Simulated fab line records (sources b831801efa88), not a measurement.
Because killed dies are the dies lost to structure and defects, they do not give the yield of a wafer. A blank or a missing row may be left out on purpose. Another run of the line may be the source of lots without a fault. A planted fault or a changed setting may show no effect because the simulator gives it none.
Which of the tools did it? + flow sky130 + 13 lots with 39 wafers sampled at 5 steps, on a route of 708 steps

## WHAT THE GAUGES SHOWED, per wafer
SKY_VT_ADJUST_HVTP_TW_MEAS_11.
| lot  | measured     | on           | VT_ADJUST_HVTP_TW |
|------|--------------|--------------|-------------------|
| L471 | day 6 15:02  | filmMetro-01 | 1370 1375 1373    |
| L472 | day 7 00:55  | filmMetro-01 | 1368 1369 1367    |
| L473 | day 7 03:42  | filmMetro-04 | 1347 1344 1346    |
| L476 | day 7 23:05  | filmMetro-01 | 1367 1364 1365    |
| L478 | day 8 12:24  | filmMetro-04 | 1341 1343 1343    |
| L479 | day 8 16:40  | filmMetro-01 | 1369 1366 1367    |
| L482 | day 9 10:47  | filmMetro-03 | 1356 1354 1348    |
| L486 | day 10 16:20 | filmMetro-01 | 1372 1366 1367    |
| L487 | day 10 17:14 | filmMetro-04 | 1341 1344 1342    |
| L489 | day 11 12:17 | filmMetro-01 | 1371 1369 1371    |
| L490 | day 11 18:26 | filmMetro-04 | 1346 1343 1344    |
| L491 | day 11 22:37 | filmMetro-04 | 1343 1340 1352    |
| L492 | day 12 08:11 | filmMetro-04 | 1338 1334 1337    |

SKY_VT_ADJUST_LVTN_TW_MEAS_21.
| lot  | measured     | on           | VT_ADJUST_LVTN_2_TW |
|------|--------------|--------------|---------------------|
| L471 | day 8 05:31  | filmMetro-03 | 188.4 190.3 189.4   |
| L472 | day 8 15:40  | filmMetro-02 | 188.6 189.1 189.5   |
| L473 | day 8 19:25  | filmMetro-04 | 186.4 186.8 186.3   |
| L476 | day 9 14:19  | filmMetro-02 | 189.7 189.6 189.9   |
| L478 | day 10 07:27 | filmMetro-04 | 185.3 187.0 186.1   |
| L479 | day 10 11:58 | filmMetro-03 | 189.4 190.3 190.2   |
| L482 | day 11 07:58 | filmMetro-02 | 188.1 188.5 188.2   |
| L486 | day 12 16:30 | filmMetro-03 | 188.8 189.1 189.8   |
| L487 | day 12 18:31 | filmMetro-02 | 188.8 188.9 189.9   |
| L489 | day 13 13:36 | filmMetro-04 | 186.7 186.3 186.8   |
| L490 | day 13 19:59 | filmMetro-04 | 186.8 186.0 184.9   |
| L491 | day 14 00:36 | filmMetro-04 | 187.1 187.4 187.1   |
| L492 | day 14 10:42 | filmMetro-04 | 186.8 186.8 186.8   |

SKY_VT_ADJUST_NCORE_TW_MEAS_11.
| lot  | measured     | on           | VT_ADJUST_NCORE_TW |
|------|--------------|--------------|--------------------|
| L471 | day 9 01:15  | filmMetro-04 | 217.2 217.9 216.1  |
| L472 | day 9 11:58  | filmMetro-01 | 222.7 221.6 222.2  |
| L473 | day 9 16:19  | filmMetro-01 | 221.7 220.7 220.8  |
| L476 | day 10 13:11 | filmMetro-04 | 217.2 216.7 218.9  |
| L478 | day 11 06:48 | filmMetro-02 | 219.4 219.6 219.6  |
| L479 | day 11 10:37 | filmMetro-02 | 219.0 220.2 219.5  |
| L482 | day 12 07:03 | filmMetro-04 | 216.6 216.5 217.0  |
| L486 | day 13 16:55 | filmMetro-01 | 219.2 219.7 219.6  |
| L487 | day 13 19:04 | filmMetro-01 | 220.3 219.9 219.1  |
| L489 | day 14 16:02 | filmMetro-01 | 220.1 221.3 220.0  |
| L490 | day 14 22:14 | filmMetro-01 | 221.7 220.1 221.1  |
| L491 | day 15 02:54 | filmMetro-04 | 216.8 218.0 216.9  |
| L492 | day 15 13:11 | filmMetro-02 | 219.4 218.7 220.2  |

SKY_VT_ADJUST_PCH_OVL_MEAS_07.
| lot  | measured     | on         | VT_ADJUST_PCH_OVL (nm) |
|------|--------------|------------|------------------------|
| L471 | day 10 21:43 | overlay-01 | 1.1 -1.3 -1.2          |
| L472 | day 11 09:50 | overlay-02 | 2.0 -1.3 1.3           |
| L473 | day 11 13:45 | overlay-02 | -0.4 -1.1 -0.2         |
| L476 | day 12 11:32 | overlay-02 | 0.8 0.0 0.1            |
| L478 | day 13 06:59 | overlay-02 | - - -                  |
| L479 | day 13 11:20 | overlay-02 | - - -                  |
| L482 | day 14 09:14 | overlay-01 | - - -                  |
| L486 | day 15 21:55 | overlay-01 | -0.9 -0.6 0.8          |
| L487 | day 16 00:33 | overlay-01 | -1.0 -1.2 0.2          |
| L489 | day 16 22:07 | overlay-02 | 0.5 1.9 1.1            |
| L490 | day 17 05:34 | overlay-02 | -0.4 1.7 0.1           |
| L491 | day 17 11:08 | overlay-01 | 1.3 1.0 0.4            |
| L492 | day 17 21:34 | overlay-01 | -1.2 -0.8 -2.2         |

## WHAT TOOL EACH LOT RAN ON (gives the tool, then ch and the chambers of the sampled wafers, and finally the start)
| lot  | SKY_VT_ADJUST_PCH_DEVELOP_06     |
|------|----------------------------------|
| L471 | lithoTrack-01 ch 0, day 10 21:00 |
| L472 | lithoTrack-03 ch 0, day 11 09:00 |
| L473 | lithoTrack-04 ch 0, day 11 13:00 |
| L476 | lithoTrack-01 ch 0, day 12 11:00 |
| L478 | lithoTrack-03 ch 0, day 13 06:00 |
| L479 | lithoTrack-03 ch 0, day 13 11:00 |
| L482 | lithoTrack-03 ch 0, day 14 09:00 |
| L486 | lithoTrack-01 ch 0, day 15 21:00 |
| L487 | lithoTrack-04 ch 0, day 16 00:00 |
| L489 | lithoTrack-01 ch 0, day 16 21:00 |
| L490 | lithoTrack-04 ch 0, day 17 05:00 |
| L491 | lithoTrack-03 ch 0, day 17 10:00 |
| L492 | lithoTrack-01 ch 0, day 17 21:00 |
- SKY_VT_ADJUST_PCH_DEVELOP_06: develop time 60 s.

## AS READ BY THE TOOLS THEMSELVES (means over the sampled wafers that have a number; for cases with no such wafer, the mark the record gives instead)
SKY_VT_ADJUST_PCH_DEVELOP_06.
| lot  | tool          | chillPlateTempC (C) |
|------|---------------|---------------------|
| L471 | lithoTrack-01 | 22.97               |
| L472 | lithoTrack-03 | 22.91               |
| L473 | lithoTrack-04 | 22.97               |
| L476 | lithoTrack-01 | 22.95               |
| L478 | lithoTrack-03 | 22.98               |
| L479 | lithoTrack-03 | 22.88               |
| L482 | lithoTrack-03 | 22.93               |
| L486 | lithoTrack-01 | 23.08               |
| L487 | lithoTrack-04 | 23.13               |
| L489 | lithoTrack-01 | 23.03               |
| L490 | lithoTrack-04 | 22.94               |
| L491 | lithoTrack-03 | 22.92               |
| L492 | lithoTrack-01 | 23.07               |

## THE ANSWER, worked out from the rows above alone
Rule: usual is defined by the lots themselves. Put in order of their means at a reading, lots are off if they are a third of the lots or fewer, leave a main group of 4 or more, and stand apart from it by a gap of 3 or more times the standard deviation of the main group's means; of several such gaps the widest counts. A main group is skipped when, at the precision printed for the reading in the tables above, its means are all equal. A lot without any number at a reading at which 4 lots or more have one is off too. Any other lot the step has rows for is counted as sound. First the gauges in route order, then the tools' own readings, where a lot's mean is used as printed above. The first step at which some lot is off is used, and at that step the reading that is off furthest; a lot without a number counts as furthest.
Off: at SKY_VT_ADJUST_PCH_OVL_MEAS_07 (VT_ADJUST_PCH_OVL), L478, L479, L482. Without a number there: L478, L479, L482. Main group: mean 0.0 nm, sd 0.77.
A tool fits if, at a process step before that reading, it ran every lot that is off, and no sound lot after the first of them. The gauges at SKY_VT_ADJUST_PCH_OVL_MEAS_07 are tried like those tools. Not one of the candidates tried fits.

## WHAT HAD BEEN PUT IN BY THE SIMULATOR
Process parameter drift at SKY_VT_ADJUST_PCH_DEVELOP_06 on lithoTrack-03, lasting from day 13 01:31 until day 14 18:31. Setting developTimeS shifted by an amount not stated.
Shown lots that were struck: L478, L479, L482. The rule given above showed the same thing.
